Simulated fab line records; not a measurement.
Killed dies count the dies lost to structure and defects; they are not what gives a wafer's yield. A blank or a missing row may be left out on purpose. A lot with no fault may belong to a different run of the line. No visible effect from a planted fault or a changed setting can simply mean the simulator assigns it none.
fab line records	flow sfq_line
[record] lots = 5	wafers = 15	last_day = 86
route steps=325 shown M4@162 I4@163
lots that met no fault: from a run of the same line without faults
start_h: hours from the record's first day to the start of the lot's first wafer shown	wait_h: hours elapsed since this lot's preceding step	" identical to the entry in the row above	L1.1+2: one row covering several wafers at once	- no value, or no start was given	* or withheld: withheld	< > ~ a bound
route shown NAME@n: NAME is a module with steps in the file, n the number in the route of the first one	usual: average and standard deviation across the fault-free wafers	same: alike in all rows	chamber/n: place in a boat	sites: the reading at each site	_std_site: how widely they spread, as a standard deviation	_edge_site: outer sites' mean less inner sites'	radius_mm: how far each site lies from the wafer's centre	mask NAME#n: copy n	behind: tool/chamber where the wafer was last shaped	hold: cause of the lot's hold/its duration in hours/its outcome	device: transistor that didn't switch, given as n, p or np	end of line: tests run on the same wafers once the route is complete	where a step has no rows: the recipe by itself	killed: not the wafer's yield, but the dies lost to structure and defects at the first sort	map: a wafer's dies, marking killed ones x, the rest . and places with no die _
set.NAME: the setting that was run; set.NAME@STEP: the one run at that earlier step	model.NAME: the simulator's own value behind a step, which no gauge read
a table for each step, a row for each wafer; lots at some steps of the route
services: when a tool's chamber went out of use (start_h, in hours from the record's first day, below 0 if earlier), for how many hours, and the reason
[[steps]]
[step SFQ_TRILAYER_M4_STRIP_SOLV_CLEAN_098]
[recipe] chemistry = NMP	temp_c = 70	time_s = 600
[step SFQ_TRILAYER_I4_DEP_PECVD_099]
[recipe] material = SiO2	temp_c = 150	time_s = 111.11	pressure_torr = 2.4	rf_w = 183.3	precursor = SiH4/N2O	target_thk_nm = 500
[usual] heater_power_w = 87/16	throttle_valve_pct = 24.2/1.4
lot.wafer	tool	chamber	start_h	wait_h	heater_power_w	throttle_valve_pct
L718.1	pecvd-03	2	859.31	0.0	118	23.7
L718.2	"	0	"	"	73	24.1
L718.3	"	1	"	"	62	26.1
L729.1	pecvd-04	0	1130.24	0.0	90	23.1
L729.3	"	1	"	"	94	23.4
L729.4	"	0	"	"	93	23.1
L730.1	pecvd-04	0	1147.44	0.0	91	23.0
L730.4	"	2	"	"	74	24.8
L730.6	"	1	"	"	90	23.5
L733.4	pecvd-03	0	1163.23	0.0	58	24.6
L733.5	"	1	"	"	62	27.4
L733.6	"	2	"	"	102	24.2
L737.1	pecvd-01	2	1213.34	0.0	84	24.0
L737.2	"	1	"	"	96	23.3
L737.5	"	0	"	"	67	23.5
[step SFQ_TRILAYER_I4_CMP_CMP_100]
[recipe] material = SiO2	down_force_psi = 3	platen_rpm = 60	pad_velocity_m_s = 0.94248
[usual] head_pressure_psi = 3.000/0.0069	motor_current_A = 10.0/1	time_to_endpoint_s = 211/6.8
lot.wafer	tool	chamber	start_h	wait_h	head_pressure_psi	motor_current_A	time_to_endpoint_s
L718.2	cmp-02	3	860.74	1.4	3.011	10.4	216
L718.3	"	0	"	"	2.997	9.0	208
L718.1	"	2	862.24	2.9	3.000	11.3	208
L729.4	cmp-01	1	1131.03	0.7	3.001	8.5	204
L729.3	"	2	"	"	3.005	9.2	213
L729.1	"	3	"	"	2.996	10.0	209
L730.4	cmp-01	0	1148.97	1.4	2.996	9.5	214
L730.1	"	1	"	"	2.998	8.3	207
L730.6	"	1	1151.47	3.9	2.990	8.6	216
L733.4	cmp-02	3	1165.97	2.7	3.004	10.2	213
L733.5	"	0	"	"	2.999	8.9	211
L733.6	"	1	"	"	3.000	10.8	211
L737.1	cmp-01	3	1219.61	6.2	3.003	10.3	213
L737.2	"	1	1220.61	7.2	3.002	8.5	204
L737.5	"	3	1221.61	8.2	3.010	9.8	217
[step SFQ_I4_BOW_MEAS_927]
[recipe] mode = bow
[usual] I4_BOW = 6/8.3
lot.wafer	tool	chamber	start_h	wait_h	I4_BOW[um]
L718.1	film_metro-03	-	863.74	1.0	13
L718.2	"	-	"	"	2
L718.3	"	-	"	"	11
L729.1	film_metro-02	-	1134.03	1.5	23
L729.3	"	-	"	"	26
L729.4	"	-	"	"	8
L730.1	film_metro-03	-	1151.97	2.0	0
L730.4	"	-	"	"	-1
L730.6	"	-	"	"	1
L733.4	film_metro-03	-	1167.53	1.1	-4
L733.5	"	-	"	"	0
L733.6	"	-	"	"	6
L737.1	film_metro-03	-	1222.61	2.5	11
L737.2	"	-	"	"	19
L737.5	"	-	"	"	17
[step SFQ_TRILAYER_I4_METRO_MEASURE_101]
[usual] thk_nm = 199.7/1.1
lot.wafer	tool	chamber	start_h	wait_h	thk_nm
L718.1	film_metro-03	-	863.86	0.1	199.5
L718.2	"	-	"	"	201.1
L718.3	"	-	"	"	200.7
L729.1	film_metro-02	-	1134.15	0.1	199.1
L729.3	"	-	"	"	200.2
L729.4	"	-	"	"	200.4
L730.1	film_metro-03	-	1152.09	0.1	200.0
L730.4	"	-	"	"	200.7
L730.6	"	-	"	"	200.2
L733.4	film_metro-03	-	1168.19	0.6	200.1
L733.5	"	-	"	"	200.2
L733.6	"	-	"	"	200.5
L737.1	film_metro-03	-	1222.73	0.1	200.4
L737.2	"	-	"	"	199.2
L737.5	"	-	"	"	200.1
[step SFQ_TRILAYER_I4_VIA_LITHO_COAT_108]
[recipe] resist = BARC	spin_rpm = 3000	resist_thk_nm = 62
[step SFQ_TRILAYER_I4_VIA_LITHO_COAT_103]
[recipe] resist = KrF	spin_rpm = 3000	resist_thk_nm = 650
[step SFQ_TRILAYER_I4_VIA_LITHO_SOFTBAKE_107]
[recipe] temp_c = withheld	time_s = withheld	resist = KrF
[step SFQ_TRILAYER_I4_VIA_LITHO_EXPOSE_104]
[recipe] mask_id = I4	na = 0.6	source_shape = conventional	sigma_outer = 0.65	target_cd_nm = 700	dose_mj = 21.3
[step SFQ_TRILAYER_I4_VIA_LITHO_PEB_106]
[recipe] peb_temp_c = 115	peb_time_s = 60	resist = KrF
[step SFQ_TRILAYER_I4_VIA_LITHO_DEVELOP_105]
[recipe] time_s = 60	resist = KrF
[step SFQ_I4_OVL_MEAS_928]
[usual] I4_OVL = 2/5.8
lot.wafer	tool	chamber	start_h	wait_h	I4_OVL[nm]
L718.1	overlay-01	-	1006.63	0.1	3
L718.2	"	-	"	"	6
L718.3	"	-	"	"	-1
L729.1	overlay-02	-	1268.70	0.1	-8
L729.3	"	-	"	"	-9
L729.4	"	-	"	"	-5
L730.1	overlay-02	-	1283.90	0.1	3
L730.4	"	-	"	"	4
L730.6	"	-	"	"	7
L733.4	overlay-02	-	1300.72	0.1	3
L733.5	"	-	"	"	5
L733.6	"	-	"	"	3
L737.1	overlay-02	-	1365.75	0.1	-3
L737.2	"	-	"	"	-2
L737.5	"	-	"	"	-7
[step SFQ_TRILAYER_I4_VIA_BARC_OPEN_VIA_ETCH_146]
[recipe] mask_material = PR	chemistry = O2	target_depth_nm = 125	target = BARC	source_w = 500	bias_w = 80	pressure_mtorr = 30	time_s = 41.7
[usual] bias_w = 79.97/0.25	drypump_motor_current_A = 5.9/0.54	oes_product_au = 0.685/0.0045
lot.wafer	tool	chamber	start_h	wait_h	bias_w	drypump_motor_current_A	oes_product_au	rf_hours_counter_h	model.KrF_of_TRILAYER_I4_VIA_LITHO_COAT_103.thk_nm
L718.1	rie_diel-01	2	1006.67	0.0	79.69	5.9	0.684	13	572.5
L718.2	"	1	"	"	80.23	5.0	0.684	14	569.8
L718.3	"	0	"	"	80.02	5.5	0.685	0	571.8
L729.1	rie_diel-01	0	1268.74	0.0	80.03	5.4	0.688	4	574.1
L729.3	"	3	"	"	80.02	6.0	0.688	6	578.2
L729.4	"	2	"	"	80.14	5.8	0.685	16	580.8
L730.1	rie_diel-02	1	1283.93	0.0	79.85	4.8	0.687	16	570.4
L730.4	"	2	"	"	79.84	6.3	0.687	-	570.3
L730.6	"	1	"	"	79.96	4.8	0.681	-	570.1
L733.4	rie_diel-03	2	1300.73	0.0	80.08	6.4	0.685	7	573.6
L733.5	"	3	"	"	80.16	5.8	0.690	-	572.3
L733.6	"	0	"	"	80.31	6.1	0.687	-	572.9
L737.1	rie_diel-02	2	1365.78	0.0	79.76	6.3	0.680	9	572.3
L737.2	"	1	"	"	80.10	4.8	0.683	19	572.8
L737.5	"	0	"	"	79.57	6.0	0.681	-	571.6
[step SFQ_TRILAYER_I4_VIA_ETCH_VIA_ETCH_106]
[recipe] target = SiO2	stop_on = Nb	mask_material = PR	taper_deg = 20	chemistry = CHF3	target_depth_nm = 260	source_w = 500	bias_w = 80	pressure_mtorr = 30	time_s = withheld
[usual] bias_w = 80.00/0.25	drypump_motor_current_A = 5.9/0.54	oes_product_au = 0.854/0.005
lot.wafer	tool	chamber	start_h	wait_h	bias_w	drypump_motor_current_A	oes_product_au	model.KrF_of_TRILAYER_I4_VIA_LITHO_COAT_103.thk_nm
L718.1	rie_diel-01	2	1006.71	0.0	79.88	5.8	0.846	528
L718.2	"	1	"	"	79.89	5.0	0.864	524.4
L718.3	"	0	"	"	79.72	5.5	0.854	528
L729.1	rie_diel-01	0	1268.78	0.0	80.24	5.4	0.841	529.7
L729.3	"	3	"	"	79.92	6.0	0.865	534
L729.4	"	2	"	"	80.23	5.8	0.860	535.8
L730.1	rie_diel-02	1	1283.97	0.0	79.60	4.8	0.855	524.2
L730.4	"	2	"	"	80.16	6.3	0.857	525.1
L730.6	"	1	"	"	79.62	4.8	0.859	524.1
L733.4	rie_diel-03	2	1300.77	0.0	79.89	6.4	0.851	528.7
L733.5	"	3	"	"	80.30	5.8	0.844	527.6
L733.6	"	0	"	"	80.29	6.1	0.856	529.5
L737.1	rie_diel-02	2	1365.82	0.0	80.11	6.3	0.850	526.9
L737.2	"	1	"	"	80.11	4.8	0.853	527
L737.5	"	0	"	"	79.85	6.0	0.859	527.4
[step SFQ_TRILAYER_I4_VIA_STRIP_STRIP_107]
[recipe] gas = O2	power_w = 200	platen_temp_c = 40	overash_fraction = 0.65	chemistry = O2	pressure_mtorr = 50
[usual] drypump_motor_current_A = 5.60/0.23	oes_product_au = 1.000/0.0089
lot.wafer	tool	chamber	start_h	wait_h	drypump_motor_current_A	oes_product_au	rf_hours_counter_h
L718.1	rie_metal-04	1	1006.82	-	5.66	1.011	83
L718.2	"	0	"	"	5.62	0.988	103
L718.3	"	1	"	"	5.66	1.008	-
L729.1	rie_metal-04	1	1268.89	-	5.67	0.995	122
L729.3	"	1	"	"	5.65	0.988	-
L729.4	"	0	"	"	5.58	0.985	-
L730.1	rie_metal-01	1	1284.09	-	5.98	1.007	32
L730.4	"	1	"	"	5.99	0.999	-
L730.6	"	1	"	"	5.96	1.003	-
L733.4	rie_metal-04	1	1301.12	-	5.66	0.987	-
L733.5	"	1	"	"	5.64	0.982	-
L733.6	"	0	"	"	5.61	0.983	-
L737.1	rie_metal-04	0	1365.94	-	5.59	0.986	25
L737.2	"	1	"	"	5.65	0.994	10
L737.5	"	1	"	"	5.65	0.985	-
[[services]]
tool	chamber	start_h	hours	kind
rie_diel-01	1	850.79	3.8	repair
rie_metal-04	1	864.49	34.7	repair
film_metro-03	-	877.63	1.4	pm
rie_diel-02	1	888.43	4.5	repair
rie_diel-02	-	891.72	0.1	repair
film_metro-03	-	900.54	32.0	pm
rie_metal-04	0	911.74	4.5	repair
rie_metal-04	-	926.55	1.4	pm
rie_diel-01	-	935.97	2.8	pm
rie_diel-02	1	944.11	5.2	repair
rie_diel-02	3	948.62	17.2	repair
rie_diel-01	2	965.65	3.1	repair
rie_diel-02	0	975.50	3.8	repair
film_metro-03	-	983.80	0.1	pm
film_metro-03	-	985.54	0.6	pm
rie_diel-01	-	1010.33	1.7	repair
rie_diel-02	1	1068.50	1.5	repair
rie_diel-01	3	1086.42	15.3	repair
rie_diel-01	0	1097.26	4.2	repair
film_metro-03	-	1122.63	0.9	pm
rie_diel-01	-	1176.39	4.7	repair
rie_diel-02	-	1206.94	15.6	pm
film_metro-03	-	1228.80	0.7	pm
film_metro-03	-	1230.89	0.2	pm
[[key]]
first_sign none at tools or gauges
[model_effect] step = SFQ_TRILAYER_I4_VIA_BARC_OPEN_VIA_ETCH_146	value = KrF_of_TRILAYER_I4_VIA_LITHO_COAT_103.thk_nm	without = 572.5	struck = 579.5
[model_effect] step = SFQ_TRILAYER_I4_VIA_ETCH_VIA_ETCH_106	value = KrF_of_TRILAYER_I4_VIA_LITHO_COAT_103.thk_nm	without = 527.8	struck = 534.9
met_at SFQ_TRILAYER_I4_VIA_BARC_OPEN_VIA_ETCH_146
struck_wafers L729.3,L729.4
onset_between 1006.67 1268.74
[fault] kind = process_parameter_drift	tool = rie_diel-01	chamber = -	onset_h = 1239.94	steps = SFQ_TRILAYER_I4_VIA_BARC_OPEN_VIA_ETCH_146	channel = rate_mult	offset = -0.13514	shape = step	end_h = 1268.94	scope = struck_wafers_only
